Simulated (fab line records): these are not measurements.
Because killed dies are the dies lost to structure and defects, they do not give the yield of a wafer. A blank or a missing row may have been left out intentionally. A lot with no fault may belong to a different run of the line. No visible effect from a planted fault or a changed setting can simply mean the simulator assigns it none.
fab line records | flow sky130
record: lots: 4 wafers: 12 last_day: 49
route steps=708 shown VIA1@462 METAL2@483 PAD_OPEN@708
lots untouched by any fault: they come from a run of this same line in which no faults occurred
start_h: hours from the record's opening day to when the first of the lot's shown wafers began | wait_h: hours since the lot's step before | " repeats the value in the row above | L1.1+2: several wafers, shown together as one row | - no value, or no start was given | * or withheld: withheld | < > ~ a bound
route shown NAME@n: a module of which the file shows steps, and the number in the route of the first | usual: mean/standard deviation taken from wafers without a fault | same: alike in all rows | chamber/n: place in a boat | sites: readings site by site | _std_site: the values' standard deviation | _edge_site: inner sites' mean taken away from outer sites' mean | radius_mm: how far each site lies from the wafer's centre | mask NAME#n: copy n | behind: the last tool/chamber to shape the wafer | hold: cause of the lot's hold/its duration in hours/its outcome | device: which transistor (n, p or np) failed to switch | end of line: at the end of the route, the tests of the same wafers | a step given without rows: its recipe and nothing more | killed: the dies lost at the first sort to structure and to defects; this is not the yield of the wafer | map: the dies of a wafer, with x for killed, . for not killed, _ for no die there
set.NAME: the setting as run; set.NAME@STEP: as run at that earlier step | model.NAME: the simulator's own value behind a step, which no gauge read
lots at selected steps of the route; one table per step, one row per wafer
services: from which hour (start_h, from the record's first day; less than 0 if before it) a tool's chamber was out of use, for how many hours, and why
== steps ==
step: SKY_VIA1_DEHYDRATE_04
recipe: temp_c: 200 time_s: 60
step: SKY_VIA1_HMDS_05
recipe: prime_time_s: 60 prime_temp_c: 120
step: SKY_VIA1_COAT_06
recipe: resist: BARC temp_c: withheld time_s: withheld spin_rpm: 3000 resist_thk_nm: 60
step: SKY_VIA1_COAT_07
recipe: resist: KrF-thick spin_rpm: 3000 resist_thk_nm: 450
step: SKY_VIA1_SOFTBAKE_08
recipe: temp_c: 100 time_s: 90 resist: KrF-thick
step: SKY_VIA1_EXPOSE_09
recipe: mask_id: VIM na: 0.8 source_shape: annular sigma_inner: 0.55 sigma_outer: 0.85 target_cd_nm: 150 dose_mj: 38
step: SKY_VIA1_PEB_10
recipe: peb_temp_c: withheld peb_time_s: withheld resist: KrF-thick
step: SKY_VIA1_DEVELOP_11
recipe: develop_time_s: 60 resist: KrF-thick dev_temp_c: 21
step: SKY_VIA1_ETCH_14
recipe: chemistry: N2/H2 target: BARC ion_energy_ev: 200 source_w: 500 bias_w: 100 pressure_mtorr: 30 n2_flow_sccm: 100 h2_flow_sccm: 200 stop_on: SiO2 time_s: 45.9 target_depth_a: 600
step: SKY_VIA1_ETCH_15
recipe: target: SiO2 chemistry: C4F8/O2/Ar target_depth_nm: 351 stop_on: TiN mask_material: KrF-thick source_w: 1500 bias_w: 1200 pressure_mtorr: 40 c4f8_flow_sccm: withheld O2_flow_sccm: 6 Ar_flow_sccm: 300 time_s: 54
step: SKY_VIA1_STRIP_16
recipe: chemistry: O2/N2 power_w: 1400 pressure_mtorr: 1500 platen_temp_c: withheld o2_flow_sccm: 3000 n2_flow_sccm: 300 overash_fraction: 0.5
usual: drypump_motor_current_A: 5.6/0.49 oes_product_au: 0.416/0.0042 strip_time_to_endpoint_s: 4.454/0.021
same: overash_fraction: 0.5
columns lot.wafer tool chamber start_h wait_h drypump_motor_current_A oes_product_au rf_hours_counter_h strip_time_to_endpoint_s
L585.1 plasma_asher-02 1 866.19 0.0 4.7 0.422 45 4.428
L585.5 " 0 " " 5.7 0.425 - 4.431
L585.6 " 1 " " 4.7 0.421 - 4.421
L591.1 plasma_asher-02 0 905.62 0.0 5.7 0.418 49 4.471
L591.2 " 1 " " 4.7 0.420 49 4.466
L591.3 " 1 " " 4.7 0.416 - 4.464
L593.1 plasma_asher-02 1 914.27 0.0 4.7 0.419 50 4.443
L593.3 " 0 " " 5.7 0.413 - 4.487
L593.4 " 1 " " 4.7 0.415 - 4.434
L594.2 plasma_asher-02 1 922.69 0.0 4.7 0.418 51 4.448
L594.4 " 0 " " 5.7 0.412 - 4.440
L594.6 " 1 " " 4.7 0.412 - 4.462
step: SKY_VIA1_STRIP_17
recipe: chemistry: post_etch_residue_remover time_s: 1200 temp_c: 72.5
step: SKY_VIA1_CLEAN_18
recipe: chemistry: IPA time_s: 180 temp_c: 25
step: SKY_VIA1_CLEAN_19
recipe: chemistry: O3/DIW dry: n2_spin
step: SKY_VIA1_SPUTTER_20
recipe: material: TiN target_thk_nm: 20 chamber_pressure_pa: 5 power_w: 4000 time_s: 80
step: SKY_VIA1_CVD_21
recipe: material: W target_thk_nm: 270 time_s: 80.902 temp_c: 400 pressure_torr: 40
step: SKY_VIA1_CMP_24
recipe: stop_on: SiO2 t_overpolish_s: 15 down_force_psi: 3.5 platen_rpm: 60 target_thk_nm: 0 pad_velocity_m_s: 0.94248
step: SKY_METAL2_SPUTTER_00
recipe: material: Ti target_thk_nm: 15 power_w: 3000 time_s: 10 chamber_pressure_pa: 0.4
step: SKY_METAL2_SPUTTER_01
recipe: material: TiN target_thk_nm: 20 power_w: 6500 time_s: 16.7 chamber_pressure_pa: 0.4
step: SKY_METAL2_SPUTTER_02
recipe: material: AlCu target_thk_nm: 250 power_w: 10600 time_s: 13.3 chamber_pressure_pa: 0.4
step: SKY_METAL2_SPUTTER_03
recipe: material: Ti target_thk_nm: 5 power_w: 3000 time_s: 3.3 chamber_pressure_pa: 0.4
step: SKY_METAL2_SPUTTER_04
recipe: material: TiN target_thk_nm: 70 power_w: 6500 time_s: 58.3 chamber_pressure_pa: 0.4
step: SKY_METAL2_DEHYDRATE_07
recipe: temp_c: 200 time_s: 60
step: SKY_METAL2_HMDS_08
recipe: prime_time_s: 60 prime_temp_c: 120
step: SKY_METAL2_COAT_09
recipe: resist: BARC temp_c: withheld time_s: withheld spin_rpm: 3000 resist_thk_nm: 60
step: SKY_METAL2_COAT_10
recipe: resist: KrF-thick spin_rpm: 3000 resist_thk_nm: 450
step: SKY_METAL2_SOFTBAKE_11
recipe: temp_c: 100 time_s: 90 resist: KrF-thick
step: SKY_METAL2_EXPOSE_12
recipe: mask_id: MM2 na: 0.8 source_shape: annular sigma_inner: 0.55 sigma_outer: 0.85 target_cd_nm: 140 dose_mj: 28
step: SKY_METAL2_PEB_13
recipe: peb_temp_c: withheld peb_time_s: withheld resist: KrF-thick
step: SKY_METAL2_DEVELOP_14
recipe: develop_time_s: 60 resist: KrF-thick dev_temp_c: 21
step: SKY_METAL2_DESCUM_17
recipe: chemistry: O2 source_power_w: 150 bias_power_w: 0 pressure_mtorr: 10 temp_c: 40 time_s: 8
step: SKY_METAL2_ETCH_18
recipe: chemistry: N2/H2 target: BARC ion_energy_ev: 200 bias_w: 100 pressure_mtorr: 30 n2_flow_sccm: 100 h2_flow_sccm: 200 icp_w: 500 stop_on: SiO2 time_s: 45.9 target_depth_a: 600
step: SKY_METAL2_METAL_ETCH_19
recipe: target_depth_a: 3600 stop_on: SiO2 over_etch_frac: 0.3 time_s: 78 chemistry: Cl2/BCl3 resist_sidewall_deg: 88 pressure_mtorr: 10 icp_w: 900 bias_w: 48.5 Cl2_flow_sccm: 60 bcl3_flow_sccm: 30
step: SKY_METAL2_STRIP_20
recipe: chemistry: O2/N2 power_w: 1400 pressure_mtorr: 1500 platen_temp_c: withheld o2_flow_sccm: 3000 n2_flow_sccm: 300 overash_fraction: 0.5
step: SKY_PAD_OPEN_PROBE_99
usual: defect_limited_yield: 82.4/1.8 killed_at_M0_to_M3: 43/7.8 killed_at_M4_up: 3.2/1.7 killed_at_contacts: 24/5.2 killed_at_front_end: 15/4.5 killed_at_other: 0.4/0.65 killed_dies: 87/9.1 killed_open: 47/7.3 killed_short: 40/6.5 sort_bin_3_pad_short: 0.9/0.46 sort_bin_5_function: 10.4/1.5 sort_bin_6_memory: 6.3/1 sort_n_pass: 405/9.1 sort_yield_pct: 82.4/1.8
same: gross_dies: 492 killed_at_back_side: 0 sort_bin_4_leakage[%]: 0 sort_bin_8_speed[%]: 0
columns lot.wafer tool chamber start_h wait_h defect_limited_yield[%] killed_at_M0_to_M3 killed_at_M4_up killed_at_contacts killed_at_front_end killed_at_other killed_dies killed_open killed_short sort_bin_3_pad_short[%] sort_bin_5_function[%] sort_bin_6_memory[%] sort_n_pass sort_yield_pct[%] model.etest.tester.sort_n_pass model.etest.tester.sort_yield_pct model.etest.tester.sort_bin_5_pct model.etest.tester.sort_bin_3_pct
L585.1 prober-01 - 1130.07 0.1 85.2 27 2 21 22 1 73 33 39 1.2 7.5 6.1 419 85.2 419 85.16 7.52 1.22
L585.5 prober-01 - 1130.27 0.2 81.9 52 1 29 7 0 89 49 40 0.6 12.0 5.5 403 81.9 403 81.91 11.99 0.6098
L585.6 prober-01 - 1130.32 0.2 81.5 37 6 31 16 1 91 47 44 1.2 10.4 6.9 401 81.5 401 81.5 10.37 1.22
L591.1 prober-01 - 1162.29 0.1 83.5 48 2 15 15 1 81 40 41 1.0 10.6 4.9 411 83.5 411 83.54 10.57 1.016
L591.2 prober-01 - 1162.34 0.1 80.9 55 3 23 13 0 94 57 37 1.4 11.8 5.9 398 80.9 398 80.89 11.79 1.423
L591.3 prober-01 - 1162.39 0.2 81.3 52 4 24 12 0 92 59 33 0.8 11.0 6.9 400 81.3 400 81.3 10.98 0.813
L593.1 prober-01 - 1169.18 0.1 81.9 44 3 27 15 0 89 53 36 0.4 10.6 7.1 403 81.9 403 81.91 10.57 0.4065
L593.3 prober-01 - 1169.28 0.2 74.4 81 5 22 18 0 126 42 44 2.2 17.9 5.5 366 74.4 366 74.39 17.89 2.236
L593.4 prober-01 - 1169.33 0.2 80.7 54 1 22 18 0 95 45 50 1.2 11.0 7.1 397 80.7 397 80.69 10.98 1.22
L594.2 prober-01 - 1174.43 0.1 82.7 33 5 28 19 0 85 48 37 0.6 10.0 6.7 407 82.7 407 82.72 9.959 0.6098
L594.4 prober-01 - 1174.53 0.2 76.6 84 2 22 7 0 115 29 39 2.2 14.8 6.3 377 76.6 377 76.63 14.84 2.236
L594.6 prober-01 - 1174.63 0.2 83.7 31 4 24 21 0 80 43 36 0.8 8.5 6.9 412 83.7 412 83.74 8.537 0.813
killed by level:class
L585.1 POLY_GATE:geometric_particle:short=7 LI_CONTACT:geometric_particle:open=6 CONTACT:geometric_particle:open=5 VIA1:geometric_particle:open=5 VIA3:geometric_particle:open=5 FIELD_ISO:geometric_particle:short=4 FIELD_ISO:geometric_particle:open=4 CONTACT:geometric_particle:short=4
L585.5 CONTACT:geometric_particle:open=13 VIA1:geometric_particle:open=9 METAL2:geometric_particle:short=8 VIA1:geometric_particle:short=7 VIA3:geometric_particle:open=6 CONTACT:geometric_particle:short=6 VIA2:geometric_particle:open=6 LOCAL_INTERCONNECT:geometric_particle:short=5
L585.6 CONTACT:geometric_particle:open=12 VIA1:geometric_particle:open=10 LI_CONTACT:geometric_particle:open=7 METAL1:geometric_particle:short=6 POLY_GATE:geometric_particle:short=5 POLY_GATE:geometric_particle:open=5 CONTACT:geometric_particle:short=5 VIA3:geometric_particle:open=5
L591.1 VIA1:geometric_particle:open=11 METAL1:geometric_particle:short=10 VIA2:geometric_particle:short=6 VIA3:geometric_particle:open=6 METAL2:geometric_particle:short=6 CONTACT:geometric_particle:open=5 FIELD_ISO:geometric_particle:short=4 POLY_GATE:geometric_particle:open=4
L591.2 VIA3:geometric_particle:open=12 VIA2:geometric_particle:open=11 VIA1:geometric_particle:open=9 CONTACT:geometric_particle:open=8 LI_CONTACT:geometric_particle:open=7 VIA1:geometric_particle:short=7 LOCAL_INTERCONNECT:geometric_particle:short=6 METAL2:geometric_particle:short=4
L591.3 CONTACT:geometric_particle:open=11 VIA1:geometric_particle:open=11 VIA2:geometric_particle:open=11 METAL2:geometric_particle:short=6 VIA3:geometric_particle:open=6 VIA1:geometric_particle:short=5 LI_CONTACT:geometric_particle:open=5 METAL1:geometric_particle:short=4
L593.1 VIA1:geometric_particle:open=13 VIA2:geometric_particle:open=11 CONTACT:geometric_particle:open=9 FIELD_ISO:geometric_particle:short=6 LI_CONTACT:geometric_particle:open=6 VIA1:geometric_particle:short=6 CONTACT:geometric_particle:short=5 VIA3:geometric_particle:open=4
L593.3 VIA1:unspecified=40 VIA1:geometric_particle:open=14 CONTACT:geometric_particle:open=8 METAL2:geometric_particle:short=7 CONTACT:geometric_particle:short=6 LI_CONTACT:geometric_particle:open=5 VIA1:geometric_particle:short=5 VIA3:geometric_particle:short=5
L593.4 CONTACT:geometric_particle:open=11 METAL2:geometric_particle:short=11 VIA1:geometric_particle:short=9 VIA3:geometric_particle:open=8 FIELD_ISO:geometric_particle:open=6 METAL1:geometric_particle:short=6 VIA1:geometric_particle:open=6 VIA2:geometric_particle:open=5
L594.2 VIA1:geometric_particle:open=10 LOCAL_INTERCONNECT:geometric_particle:short=9 LI_CONTACT:geometric_particle:open=8 CONTACT:geometric_particle:open=8 POLY_GATE:geometric_particle:open=7 POLY_GATE:geometric_particle:short=4 VIA2:geometric_particle:open=4 VIA3:geometric_particle:short=4
L594.4 VIA1:unspecified=47 CONTACT:geometric_particle:open=8 VIA2:geometric_particle:short=6 METAL2:geometric_particle:short=6 VIA1:geometric_particle:short=5 VIA1:geometric_particle:open=5 LI_CONTACT:geometric_particle:open=4 LI_CONTACT:geometric_particle:short=4
L594.6 LI_CONTACT:geometric_particle:open=8 CONTACT:geometric_particle:open=8 VIA2:geometric_particle:open=6 POLY_GATE:geometric_particle:open=5 METAL1:geometric_particle:short=5 POLY_GATE:geometric_particle:short=4 VIA1:geometric_particle:open=4 METAL4:geometric_particle:short=4
map L593.3 (x killed, . not)
__________.x.x.xxx.x_________
________x.....x......._______
______.......x....x....._____
_____.xx...........x..x..____
____..x...x...x.xx..x.x...___
___............xxxxx.......__
__..............x..x..x..x.._
_..x.........x....x..........
_xx..x..........x...x....x.x.
_xxxxxxx.....................
_.xxxxxxx.x.x.....x....x.....
_xxxxxxxx...........xx.....x.
_xxxxxxxx...x.x.x............
_xxxxxx.x..x......x...x......
_xxxx.....xxxx..x...xx....x..
__x........................x_
___x...x...........xx...x..__
____..x.......x........x..___
_____......x.x...x.......____
______..x...x.x.x....x.._____
________x...........x._______
__________....x..xxx_________
map L594.4 (x killed, . not)
__________x.x...x..._________
________.....x....x..._______
______.....x.....xx....._____
_____..........xx......x.____
____......................___
___x................x......__
__..xxx........x.x....x...x._
_..x........x.x............x.
_.xxx....x..............x....
_.xxxxx..............x.......
_xxxxxxx..x...x......xx..x...
_xxxxxxxx..x.x....x....x.x...
_xxxxxxxx............x.......
_x.xxxxx.....x........x...x..
_.xxxx.....x......x.xx..x.x..
__x.xx....x...x..x......x..._
___x...x....xx.xx........x.__
____............x.........___
_____.....xxx............____
______x....x.........x.._____
________.x....x......._______
__________.x..x..xx._________
== services ==
columns tool chamber start_h hours kind
plasma_asher-02 - 903.23 1.2 repair
== key ==
first_sign: step: SKY_PAD_OPEN_PROBE_99 reading: killed_at_M0_to_M3 direction: up sigmas: 5 usual: 43 struck: 82
effect: step: SKY_PAD_OPEN_PROBE_99 reading: sort_bin_5_function direction: up sigmas: 4 usual: 10.4 struck: 16.4
model_effect: step: SKY_PAD_OPEN_PROBE_99 value: etest.tester.sort_n_pass without: 411.5 struck: 371.5
met_at SKY_VIA1_STRIP_16
struck_wafers L593.3,L594.4
onset_between 905.62 914.27
fault: kind: chamber_particle_source tool: plasma_asher-02 chamber: 0 onset_h: 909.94 steps: SKY_VIA1_STRIP_16 rate_per_visit_cm2: 0.64993 end_h: 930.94
